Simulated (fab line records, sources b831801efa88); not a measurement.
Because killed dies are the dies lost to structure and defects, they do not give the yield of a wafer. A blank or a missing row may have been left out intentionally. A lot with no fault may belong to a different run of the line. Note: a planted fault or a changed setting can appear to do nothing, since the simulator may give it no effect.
Which of the tools did it? ; flow sfq-line ; 14 lots, 42 wafers sampled, at 4 steps of a route of 325

WHAT THE GAUGES READ, wafer by wafer
Not one reading of a measure or inspect step in the record can be checked against a usual standard deviation.

WHICH TOOL RAN EACH LOT (tool, then ch and the chambers of the sampled wafers, then the start)
lot;SFQ_TRILAYER_C5_BARC_OPEN_VIA_ETCH_210;SFQ_TRILAYER_I6_VIA_STRIP_STRIP_173;SFQ_TRILAYER_I7_VIA_LITHO_COAT_192;SFQ_TRILAYER_I7_VIA_STRIP_STRIP_191
L748;rie-diel-03 ch 0,1,2, day 61 23:25;rie-metal-02 ch 1, day 70 19:01;litho-track-04 ch 0, day 71 06:39;rie-metal-02 ch 0,1, day 75 05:52
L751;rie-diel-01 ch 1,2,3, day 72 17:28;rie-metal-02 ch 0,1, day 73 12:23;litho-track-03 ch 0, day 77 11:10;rie-metal-04 ch 1, day 80 23:15
L753;rie-diel-04 ch 0,3, day 75 19:58;rie-metal-01 ch 0,1, day 76 22:40;litho-track-02 ch 0, day 77 21:44;rie-metal-03 ch 1, day 81 13:39
L757;rie-diel-03 ch 0,1,2, day 77 03:10;rie-metal-01 ch 0,1, day 80 20:19;litho-track-04 ch 0, day 81 06:34;rie-metal-04 ch 0,1, day 84 18:20
L758;rie-diel-03 ch 0,1,2, day 77 07:01;rie-metal-02 ch 1, day 81 05:17;litho-track-02 ch 0, day 81 15:52;rie-metal-02 ch 0,1, day 85 01:20
L760;rie-diel-04 ch 0,1, day 77 13:01;rie-metal-02 ch 0,1, day 81 13:26;litho-track-03 ch 0, day 81 23:20;rie-metal-02 ch 0,1, day 85 08:44
L761;rie-diel-01 ch 0,1,2, day 77 15:25;rie-metal-02 ch 0,1, day 81 16:50;litho-track-04 ch 0, day 82 03:52;rie-metal-02 ch 0,1, day 85 13:20
L762;rie-diel-03 ch 2,3, day 77 17:49;rie-metal-02 ch 0,1, day 81 19:14;litho-track-04 ch 0, day 82 05:14;rie-metal-03 ch 0,1, day 85 14:32
L763;rie-diel-04 ch 0,2,3, day 77 23:49;rie-metal-02 ch 0,1, day 82 03:18;litho-track-04 ch 0, day 82 14:14;rie-metal-02 ch 0,1, day 85 18:08
L764;rie-diel-01 ch 0,1,2, day 78 02:23;rie-metal-02 ch 0,1, day 82 09:25;litho-track-03 ch 0, day 83 00:52;rie-metal-02 ch 0,1, day 86 04:52
L765;rie-diel-04 ch 1,2, day 78 02:55;rie-metal-03 ch 0,1, day 82 10:41;litho-track-02 ch 0, day 83 03:55;rie-metal-04 ch 0,1, day 86 06:04
L766;rie-diel-03 ch 2,3, day 78 06:31;rie-metal-01 ch 0,1, day 82 14:52;litho-track-04 ch 0, day 83 07:26;rie-metal-02 ch 0, day 86 09:47
L769;rie-diel-03 ch 2,3, day 78 17:19;rie-metal-02 ch 0,1, day 83 09:38;litho-track-02 ch 0, day 84 10:26;rie-metal-02 ch 0,1, day 87 12:07
L770;rie-diel-04 ch 0,3, day 78 22:07;rie-metal-03 ch 0, day 83 14:38;litho-track-03 ch 0, day 84 13:29;rie-metal-02 ch 0,1, day 87 16:55
- SFQ_TRILAYER_C5_BARC_OPEN_VIA_ETCH_210: etches BARC in O2, target depth 125 nm, time 41.7 s.
- SFQ_TRILAYER_I6_VIA_STRIP_STRIP_173: strips in O2.
- SFQ_TRILAYER_I7_VIA_LITHO_COAT_192: resist thk 62 nm.
- SFQ_TRILAYER_I7_VIA_STRIP_STRIP_191: strips in O2.

WHAT THE TOOLS THEMSELVES READ (means of the sampled wafers that have a number; where no wafer has one, the mark that the record gives instead)
SFQ_TRILAYER_C5_BARC_OPEN_VIA_ETCH_210. Usual: drypump-motor-current-A 5.8 A, standard deviation 0.45; oes-product-au 0.686 a.u., standard deviation 0.0052.
lot;tool;drypump-motor-current-A (A);oes-product-au (a.u.);flag
L748;rie-diel-03;6.0;0.688;
L751;rie-diel-01;5.7;0.681;
L753;rie-diel-04;5.3;0.684;
L757;rie-diel-03;6.0;0.688;
L758;rie-diel-03;6.0;0.684;
L760;rie-diel-04;5.8;0.684;
L761;rie-diel-01;5.9;0.690;
L762;rie-diel-03;6.4;0.682;
L763;rie-diel-04;5.4;0.684;
L764;rie-diel-01;5.9;0.685;
L765;rie-diel-04;5.7;0.688;
L766;rie-diel-03;6.4;0.687;
L769;rie-diel-03;6.4;0.690;
L770;rie-diel-04;5.3;0.686;

SFQ_TRILAYER_I6_VIA_STRIP_STRIP_173. Usual: drypump-motor-current-A 5.89 A, standard deviation 0.23; oes-product-au 0.996 a.u., standard deviation 0.016.
lot;tool;drypump-motor-current-A (A);oes-product-au (a.u.);flag
L748;rie-metal-02;5.72;0.983;
L751;rie-metal-02;5.67;1.000;
L753;rie-metal-01;6.25;1.003;
L757;rie-metal-01;6.22;1.016;
L758;rie-metal-02;5.74;0.982;
L760;rie-metal-02;5.72;0.990;
L761;rie-metal-02;5.69;0.994;
L762;rie-metal-02;5.71;0.981;
L763;rie-metal-02;5.66;1.005;
L764;rie-metal-02;5.73;1.002;
L765;rie-metal-03;5.96;0.987;
L766;rie-metal-01;6.16;1.009;
L769;rie-metal-02;5.73;0.991;
L770;rie-metal-03;5.94;0.985;

SFQ_TRILAYER_I7_VIA_LITHO_COAT_192. Usual: exhaust-pa 45.1 Pa, standard deviation 0.79; spin-speed-rpm 3000.0 rpm, standard deviation 2.
lot;tool;exhaust-pa (Pa);spin-speed-rpm (rpm);flag
L748;litho-track-04;45.3;2999.5;
L751;litho-track-03;45.6;3001.3;
L753;litho-track-02;44.7;3001.0;
L757;litho-track-04;45.5;2997.7;
L758;litho-track-02;45.5;3001.1;
L760;litho-track-03;45.1;2997.5;
L761;litho-track-04;44.2;3000.8;
L762;litho-track-04;45.1;3000.8;
L763;litho-track-04;45.3;3213.3;OFF
L764;litho-track-03;45.3;3000.1;
L765;litho-track-02;44.9;2997.8;
L766;litho-track-04;44.9;3214.2;OFF
L769;litho-track-02;44.9;3002.4;
L770;litho-track-03;45.0;2999.4;

SFQ_TRILAYER_I7_VIA_STRIP_STRIP_191. Usual: drypump-motor-current-A 5.68 A, standard deviation 0.27; oes-product-au 0.993 a.u., standard deviation 0.012.
lot;tool;drypump-motor-current-A (A);oes-product-au (a.u.);flag
L748;rie-metal-02;5.72;1.003;
L751;rie-metal-04;5.83;1.004;
L753;rie-metal-03;5.97;0.985;
L757;rie-metal-04;5.29;0.996;
L758;rie-metal-02;5.68;0.990;
L760;rie-metal-02;5.70;0.990;
L761;rie-metal-02;5.66;1.001;
L762;rie-metal-03;5.94;0.981;
L763;rie-metal-02;5.66;0.991;
L764;rie-metal-02;5.71;1.000;
L765;rie-metal-04;5.29;0.993;
L766;rie-metal-02;5.63;1.016;
L769;rie-metal-02;5.72;0.995;
L770;rie-metal-02;5.71;0.987;

THE ANSWER, worked out from the rows above alone
Rule: a lot is off if the mean of its wafers that have a number lies more than 3 standard deviations from the usual mean. Also off: a lot with no number at a reading for which 4 or more lots have one. Where the step has rows for the other lots, those lots are counted as sound. Order of review: gauges by route order, followed by the tools' own readings, for which a lot's mean as printed above is used. At the first step where some lot is off, the reading lying furthest off is the one used; lots without a number count as furthest.
Off at SFQ_TRILAYER_I7_VIA_LITHO_COAT_192 (spin-speed-rpm): L763, L766.
If a tool, at that step or one of the process steps before it, ran each lot that is off and ran no sound lot following the first of them, it fits. One fits: SFQ_TRILAYER_I7_VIA_LITHO_COAT_192 on litho-track-04. Its last sound lot is L762 (day 82 05:14), its first lot that is off L763 (day 82 14:14): a fault that began between those two fits.
The tool's own readings at SFQ_TRILAYER_I7_VIA_LITHO_COAT_192 bear it out: on the lots that are off they differ by more than 5 times the standard deviation of the sound lots' means. spin-speed-rpm reads 3213.8 rpm there against 2999.9 rpm on the sound lots.

WHAT WAS PUT IN BY THE SIMULATOR
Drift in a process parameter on litho-track-04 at SFQ_TRILAYER_I7_VIA_LITHO_COAT_192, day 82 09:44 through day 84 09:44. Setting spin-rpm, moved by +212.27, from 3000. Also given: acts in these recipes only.
Struck lots among those shown: L763, L766. The rule above reached the same finding.
